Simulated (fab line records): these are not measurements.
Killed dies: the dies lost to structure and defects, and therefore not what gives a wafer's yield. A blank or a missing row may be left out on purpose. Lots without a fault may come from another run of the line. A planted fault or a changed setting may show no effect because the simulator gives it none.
Comparing a struck lot with a sound one / flow gf180mcu / 43 out of 602 route steps
Sound: wafers L880.2, L880.4, L880.5. Struck: wafers L871.2, L871.3, L871.6. Last of all comes the cause.
Per side, at each step with rows, come the tool, then ch with its chambers, and then its first start. Under that, the readings that differ: sound wafers / struck wafers / difference of the means / sigmas: that difference in standard deviations of wafers without a fault.
alike: readings with means less than 2 such deviations apart, plus words and numbers identical on both sides. not compared: withheld readings, readings lacking a value on some wafer, bounds such as >300 that could conceal the same value, and numbers that have no deviation in the record and whose values overlap.
The two part at a step that has a row with sigmas, a row that says differs or no value, or rows on one side only. Numbers that have no deviation but don't overlap get no sigmas and don't part them. A reading missing from all wafers of one side parts the sides only when that side holds two or more wafers.

first, 5 steps without rows for these wafers: GF_CONTACT_COAT_09 (resist thk 1000 nm); GF_CONTACT_SOFTBAKE_10 (time 60 s); GF_CONTACT_EXPOSE_11 (exposes mask Contact, target cd 220 nm); GF_CONTACT_PEB_12 (peb time 90 s); GF_CONTACT_DEVELOP_13 (develop time 60 s).
GF_CONTACT_CD_MEAS_14 targets a cd of 220 nm.
  sound: cdSem-01 at day 23 08:32; struck: cdSem-01 at day 21 04:06
  alike: cdNm
GF_CONTACT_OVL_MEAS_15:
  sound: overlay-02 at day 23 08:38; struck: overlay-01 at day 21 04:13
reading=CONTACT_OVL (nm); sound=11 10 11; struck=-5 -9 -10; difference=-19; sigmas=-3
then, 2 steps without rows for these wafers: GF_CONTACT_ETCH_16 (etches BARC in N2/H2); GF_CONTACT_ETCH_17 (etches SiO2 in C4F8/O2/Ar, stops on CoSi2, target depth 860 nm).
GF_CONTACT_STRIP_18: strips in O2/N2.
  sound on plasmaAsher-02 ch 0,1, day 23 08:50; struck on plasmaAsher-02 ch 0,1, day 21 04:24
  alike: drypumpMotorCurrentA, heaterPowerW, oesProductAu
  not compared: rfHoursCounterH
then, 2 steps without rows for these wafers: GF_CONTACT_CLEAN_19 (cleans in SPM); GF_CONTACT_CLEAN_20 (cleans in DIW).
GF_CONTACT_CLEAN_21: cleans in dHF, time 20 s.
  sound on wetBench-02 ch 2, day 23 09:07; struck on wetBench-04 ch 2, day 21 04:41
then, 2 steps without rows for these wafers: GF_CONTACT_SPUTTER_22 (material Ti, target thk 15 nm, time 80.02 s); GF_CONTACT_SPUTTER_23 (material TiN, target thk 10 nm, time 40 s).
GF_CONTACT_CVD_24: deposits W, target thk 300 nm, time 90.339 s.
  sound on cvdW-02 ch 0,1, day 23 09:14; struck on cvdW-02 ch 0,1, day 21 04:48
  alike: heaterPowerW
GF_CONTACT_RS_MEAS_25: measurement is done with a four-point probe.
  sound: filmMetro-01 at day 23 09:22; struck: filmMetro-04 at day 21 04:55
  alike: CONTACT_W_RS
GF_CONTACT_THK_MEAS_26: measures by xrf.
  sound: filmMetro-01 at day 23 09:28; struck: filmMetro-04 at day 21 05:02
  alike: CONTACT_W_THK
GF_CONTACT_CMP_27: polishes, stops on SiO2, t overpolish 15 s, target thk 0 nm.
  sound on cmp-01 ch 0,2,3, day 23 09:31; struck on cmp-02 ch 0,1,2, day 21 05:08
  alike: motorCurrentA, overpolishRunS, timeToEndpointS
then, 2 steps without rows for these wafers: GF_M1_SPUTTER_00 (material Ti, target thk 37.5 nm, time 150 s); GF_M1_SPUTTER_01 (material TiN, target thk 30 nm, time 25 s).
GF_M1_SPUTTER_02: material AlCu, target thk 450 nm, time 23.9 s.
  sound: pvdSputter-03 at day 23 09:57; struck: pvdSputter-04 at day 21 05:31
  alike: cathodeDcPowerW, throttleValvePct
GF_M1_SPUTTER_03: material Ti, target thk 10 nm, time 6.7 s.
  sound: pvdSputter-03 at day 23 09:59; struck: pvdSputter-04 at day 21 05:32
  alike: cathodeDcPowerW, throttleValvePct
then, 1 step without rows for these wafers: GF_M1_SPUTTER_04 (material TiN, target thk 50 nm, time 41.7 s).
GF_M1_RS_MEAS_05: measurement is done with a four-point probe.
  sound: filmMetro-02 at day 23 10:04; struck: filmMetro-02 at day 21 05:37
  alike: M1_ALCU_RS
GF_M1_THK_MEAS_06: measures by xrf.
  sound: filmMetro-02 at day 23 10:10; struck: filmMetro-02 at day 21 05:44
  alike: M1_ALCU_THK
then, 7 steps without rows for these wafers: GF_M1_DEHYDRATE_07 (time 60 s); GF_M1_HMDS_08 (prime time 60 s); GF_M1_COAT_09 (resist thk 1000 nm); GF_M1_SOFTBAKE_10 (time 60 s); GF_M1_EXPOSE_11 (exposes mask Metal1, target cd 230 nm); GF_M1_PEB_12 (peb time 90 s); GF_M1_DEVELOP_13 (develop time 60 s).
GF_M1_CD_MEAS_14 targets a cd of 230 nm.
  sound: cdSem-01 at day 24 08:47; struck: cdSem-01 at day 22 05:14
  alike: cdNm
GF_M1_OVL_MEAS_15:
  sound: overlay-02 at day 24 08:53; struck: overlay-01 at day 22 05:20
  alike: M1_OVL
then, 5 steps without rows for these wafers: GF_M1_METAL_ETCH_16 (etches the open film in Cl2/BCl3, stops on SiO2, target depth 750.8 nm, time 125.1 s); GF_M1_STRIP_17 (strips in O2/N2); GF_M1_STRIP_18 (strips in post etch residue remover, time 1200 s); GF_M1_CLEAN_19 (cleans in DIW); GF_V1_CVD_00 (deposits SiO2, target thk 600 nm, time 100 s).
GF_V1_THK_MEAS_01:
  sound: filmMetro-03 at day 24 09:40; struck: filmMetro-04 at day 22 06:43
  alike: V1_CVD_00_THK
then, 1 step without rows for these wafers: GF_V1_CVD_02 (deposits SiO2 from TEOS, target thk 850 nm, time 94.851 s).
-- the record jumps here: 11 days lie between the struck wafers' starts before and after (it left off in module V1 and takes up again in module PASSIVATION, whose first step shown is number 602 of the route) --
GF_PASSIVATION_PROBE_99:
  only the struck wafers here have rows in the record (prober-01, day 32 22:30); the sound ones have none

WHERE THEY PART
First at GF_CONTACT_OVL_MEAS_15; last, within this record, at GF_PASSIVATION_PROBE_99.

WHY: what the simulator had put in
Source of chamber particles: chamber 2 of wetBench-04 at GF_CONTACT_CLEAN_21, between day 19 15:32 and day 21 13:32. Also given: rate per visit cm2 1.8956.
